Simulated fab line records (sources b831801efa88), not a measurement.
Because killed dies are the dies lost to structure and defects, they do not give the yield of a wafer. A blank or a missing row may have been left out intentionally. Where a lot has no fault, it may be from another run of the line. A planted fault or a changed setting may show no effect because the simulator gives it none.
fab line records	flow gf180mcu	part 2 of 2: steps 28 to 37 of 37
record: lots: 5	wafers: 15	last-day: 34
route steps=602 shown VT_IMPLANT@120 MVSD@136 NWELL@137 LVPWELL@138 MVPSD@139 DUAL_GATE@141
lots that met no fault: from a run of the same line without faults
start-h: start of the lot's first displayed wafer, in hours after the record's first day	wait-h: time in hours since the lot's previous step	" repeats the value in the row above	L1.1+2: one row covering several wafers at once	- no value, or no start was given	* or withheld: withheld	< > ~ a bound
route shown NAME@n: a module of which the file shows steps, and the number in the route of the first	usual: mean and standard deviation over wafers with no fault	same: alike in all rows	chamber/n: place in a boat	sites: the reading at each site	_std_site: the values' standard deviation	_edge_site: inner sites' mean taken away from outer sites' mean	radius-mm: how far each site lies from the wafer's centre	mask NAME#n: copy n	behind: the tool/chamber that last shaped the wafer	hold: what put the lot on hold/how long, in hours/how the hold closed	device: names the non-switching transistor (n, p or np)	end of line: the same wafers' tests at the end of the route	where a step has no rows: the recipe by itself	killed: at the first sort, the dies lost to defects and structure; wafer yield is something else	map: per-die view of a wafer (x killed, . not killed, _ where there is no die)
set.NAME: setting as actually run; set.NAME@STEP: the setting as run at that earlier step	model.NAME: the simulator's own value behind a step, which no gauge read
lots at some steps of the route; a table a step, a row a wafer
services: from which hour (start-h, from the record's first day; less than 0 if before it) a tool's chamber was out of use, for how many hours, and why
== steps ==
step: GF_DUAL_GATE_COAT_06
recipe: resist: NOVOLAK	spin-rpm: 3000	resist-thk-nm: 1000
usual: chill-plate-temp-C: 22.99/0.098
lot.wafer	tool	chamber	start-h	wait-h	chill-plate-temp-C
L075.1	litho-track-01	0	175.86	0.1	23.09
L075.3	"	0	"	"	23.08
L075.4	"	0	"	"	23.03
L079.3	litho-track-02	0	201.10	0.1	22.99
L079.4	"	0	"	"	22.88
L079.6	"	0	"	"	22.89
L087.2	litho-track-04	0	263.69	0.1	23.08
L087.5	"	0	"	"	23.03
L087.6	"	0	"	"	23.10
L091.4	litho-track-02	0	282.43	0.1	23.02
L091.5	"	0	"	"	23.18
L091.6	"	0	"	"	23.09
L096.1	litho-track-04	0	316.77	0.1	22.97
L096.4	"	0	"	"	22.91
L096.6	"	0	"	"	23.03
step: GF_DUAL_GATE_SOFTBAKE_07
recipe: temp-c: 90	time-s: 60	resist: NOVOLAK
usual: chill-plate-temp-C: 23.02/0.11
lot.wafer	tool	chamber	start-h	wait-h	chill-plate-temp-C
L075.1	litho-track-01	0	176.01	0.1	22.81
L075.3	"	0	"	"	22.88
L075.4	"	0	"	"	22.95
L079.3	litho-track-02	0	201.25	0.1	23.01
L079.4	"	0	"	"	23.01
L079.6	"	0	"	"	23.04
L087.2	litho-track-04	0	263.84	0.1	22.91
L087.5	"	0	"	"	23.00
L087.6	"	0	"	"	22.85
L091.4	litho-track-02	0	282.58	0.1	23.39
L091.5	"	0	"	"	23.31
L091.6	"	0	"	"	23.18
L096.1	litho-track-04	0	316.92	0.1	22.85
L096.4	"	0	"	"	23.04
L096.6	"	0	"	"	23.00
step: GF_DUAL_GATE_EXPOSE_08
recipe: mask-id: Dualgate	target-cd-nm: 700	na: 0.6	source-shape: conventional	sigma-outer: 0.6	dose-mj: 140
lot.wafer	tool	chamber	start-h	wait-h	mask
L075.1+3+4	iline-stepper-01	0	-	-	Dualgate#0
L079.3+4+6	iline-stepper-02	0	-	-	Dualgate#0
L087.2+5+6	iline-stepper-01	0	-	-	Dualgate#0
L091.4+5+6	iline-stepper-02	0	-	-	Dualgate#0
L096.1+4+6	iline-stepper-01	0	-	-	Dualgate#0
step: GF_DUAL_GATE_PEB_09
recipe: temp-c: withheld	time-s: *	resist: NOVOLAK
usual: chill-plate-temp-C: *
lot.wafer	tool	chamber	start-h	wait-h	chill-plate-temp-C
L075.1	litho-track-04	0	-	-	*
L075.3	"	0	"	"	*
L075.4	"	0	"	"	*
L079.3	litho-track-02	0	-	-	*
L079.4	"	0	"	"	*
L079.6	"	0	"	"	*
L087.2	litho-track-02	0	-	-	*
L087.5	"	0	"	"	*
L087.6	"	0	"	"	*
L091.4	litho-track-02	0	-	-	*
L091.5	"	0	"	"	*
L091.6	"	0	"	"	*
L096.1	litho-track-02	0	-	-	*
L096.4	"	0	"	"	*
L096.6	"	0	"	"	*
step: GF_DUAL_GATE_DEVELOP_10
recipe: develop-time-s: 60	dev-temp-c: 23
usual: chill-plate-temp-C: 22.99/0.1
lot.wafer	tool	chamber	start-h	wait-h	chill-plate-temp-C
L075.1	litho-track-04	0	184.12	0.1	23.00
L075.3	"	0	"	"	22.84
L075.4	"	0	"	"	22.94
L079.3	litho-track-02	0	209.85	0.1	23.08
L079.4	"	0	"	"	23.06
L079.6	"	0	"	"	23.07
L087.2	litho-track-02	0	273.43	0.1	22.99
L087.5	"	0	"	"	23.12
L087.6	"	0	"	"	22.99
L091.4	litho-track-02	0	291.93	0.1	23.01
L091.5	"	0	"	"	23.10
L091.6	"	0	"	"	23.05
L096.1	litho-track-02	0	327.15	0.1	22.89
L096.4	"	0	"	"	23.07
L096.6	"	0	"	"	22.92
step: GF_DUAL_GATE_OVL_MEAS_11
usual: DUAL_GATE_OVL: -0.3/1.9
lot.wafer	tool	chamber	start-h	wait-h	DUAL_GATE_OVL[nm]
L075.1	overlay-02	-	184.27	0.1	0.2
L075.3	"	-	"	"	-1.5
L075.4	"	-	"	"	0.1
L079.3	overlay-01	-	209.96	0.1	0.8
L079.4	"	-	"	"	0.0
L079.6	"	-	"	"	1.0
L087.2	overlay-02	-	273.56	0.1	-0.9
L087.5	"	-	"	"	0.2
L087.6	"	-	"	"	-1.8
L091.4	overlay-01	-	292.02	0.1	0.2
L091.5	"	-	"	"	1.4
L091.6	"	-	"	"	-0.7
L096.1	overlay-02	-	327.30	0.1	0.9
L096.4	"	-	"	"	0.1
L096.6	"	-	"	"	2.1
step: GF_DUAL_GATE_WET_ETCH_12
recipe: chemistry: dHF	target-depth-nm: 13	dry: n2-spin	target: SiO2	temp-c: 25	dilution: 100:1	time-s: 260
lot.wafer	tool	chamber	start-h	wait-h
L075.1+3+4	wet-bench-04	0	184.30	0.0
L079.3+4+6	wet-bench-02	3	209.99	0.0
L087.2+5+6	wet-bench-03	3	273.59	0.0
L091.4+5+6	wet-bench-03	3	292.04	0.0
L096.1+4+6	wet-bench-03	0	327.34	0.0
step: GF_DUAL_GATE_STRIP_13
recipe: chemistry: O2/N2	power-w: 1400	pressure-mtorr: 1500	platen-temp-c: 250	o2-flow-sccm: 3000	n2-flow-sccm: 300	overash-fraction: 0.5
usual: drypump-motor-current-A: 5.8/0.44	heater-power-w: 301/33	o2-flow-sccm: 3001/8.3	oes-product-au: 0.717/0.005	strip-time-to-endpoint-s: 12.62/0.036
lot.wafer	tool	chamber	start-h	wait-h	drypump-motor-current-A	heater-power-w	o2-flow-sccm	oes-product-au	rf-hours-counter-h	strip-time-to-endpoint-s
L075.1	plasma-asher-02	1	184.48	0.0	5.6	336	2994	0.719	7	12.64
L075.3	"	0	"	"	6.1	352	3001	0.715	-	12.60
L075.4	"	1	"	"	5.6	350	3002	0.719	-	12.65
L079.3	plasma-asher-01	0	210.11	0.0	6.0	280	3001	0.726	-	12.61
L079.4	"	1	"	"	6.2	265	2991	0.706	-	12.59
L079.6	"	1	"	"	6.2	270	3003	0.725	-	12.61
L087.2	plasma-asher-01	1	273.67	0.0	6.2	265	2990	0.714	62	12.64
L087.5	"	1	"	"	6.2	265	2995	0.720	-	12.59
L087.6	"	0	"	"	6.0	279	2995	0.719	-	12.62
L091.4	plasma-asher-01	0	292.15	0.0	6.1	276	2990	0.712	-	12.65
L091.5	"	1	"	"	6.2	269	3003	0.712	-	12.59
L091.6	"	0	"	"	6.1	276	2988	0.714	-	12.66
L096.1	plasma-asher-02	1	327.42	0.0	5.6	348	2999	0.718	22	12.59
L096.4	"	0	"	"	6.1	350	2999	0.714	-	12.58
L096.6	"	1	"	"	5.6	346	3003	0.709	-	12.63
step: GF_DUAL_GATE_CLEAN_14
recipe: chemistry: SC1/SC2	mix: 1:4:20	temp-c: 70	time-s: 150	dry: n2-spin
lot.wafer	tool	chamber	start-h	wait-h
L075.1+3+4	wet-bench-03	3	184.58	0.1
L079.3+4+6	wet-bench-04	2	210.18	0.0
L087.2+5+6	wet-bench-04	1	273.77	0.1
L091.4+5+6	wet-bench-03	3	292.22	0.0
L096.1+4+6	wet-bench-03	0	327.52	0.1
step: GF_DUAL_GATE_OXIDATION_15
recipe: temp-c: 850	ambient: O2	stabilise-s: 600	purge-s: 300	target-thk-a: 70.98	ox-time-s: 1995
usual: spike-tc-top-C: 866.6/1.1	zone-power-bottom-pct: 25.4/2.3
lot.wafer	tool	chamber	start-h	wait-h	spike-tc-top-C	zone-power-bottom-pct
L075.1	furnace-02	0	184.63	0.0	867.1	22.7
L075.3	"	0	"	"	865.2	22.9
L075.4	"	0	"	"	866.1	23.1
L079.3	furnace-02	0	212.68	2.4	868.0	23.0
L079.4	"	0	"	"	867.2	22.9
L079.6	"	0	"	"	867.0	22.8
L087.2	furnace-02	0	273.91	0.1	867.6	22.7
L087.5	"	0	"	"	868.3	23.2
L087.6	"	0	"	"	869.1	22.9
L091.4	furnace-02	0	293.94	1.7	866.9	22.9
L091.5	"	0	"	"	867.5	22.7
L091.6	"	0	"	"	865.6	22.8
L096.1	furnace-01	0	329.03	1.5	867.7	27.8
L096.4	"	0	"	"	865.2	27.6
L096.6	"	0	"	"	865.5	27.4
== services ==
tool	chamber	start-h	hours	kind
rtp-anneal-02	-	126.48	1.9	pm
implanter-01	-	159.61	5.5	pm
furnace-02	-	160.35	3.5	pm
iline-stepper-01	-	163.26	1.7	pm
iline-stepper-01	-	167.20	0.8	repair
rtp-anneal-01	-	177.14	5.3	pm
plasma-asher-03	-	180.49	1.7	repair
iline-stepper-02	-	196.37	2.1	pm
plasma-asher-03	-	201.89	1.6	repair
rtp-anneal-02	-	215.88	5.2	pm
plasma-asher-01	-	222.06	4.3	pm
iline-stepper-01	-	231.75	9.7	repair
plasma-asher-04	-	257.52	4.1	repair
implanter-03	-	258.39	1.8	repair
wet-bench-02	-	272.70	0.8	repair
furnace-01	-	273.16	7.6	pm
furnace-01	-	280.74	4.4	pm
iline-stepper-01	-	288.52	0.5	repair
furnace-01	-	292.12	3.1	pm
wet-bench-04	-	297.01	49.8	pm
plasma-asher-03	-	301.29	2.8	pm
implanter-04	-	319.04	4.6	repair
furnace-02	-	325.08	9.3	repair
plasma-asher-04	-	326.92	2.3	repair
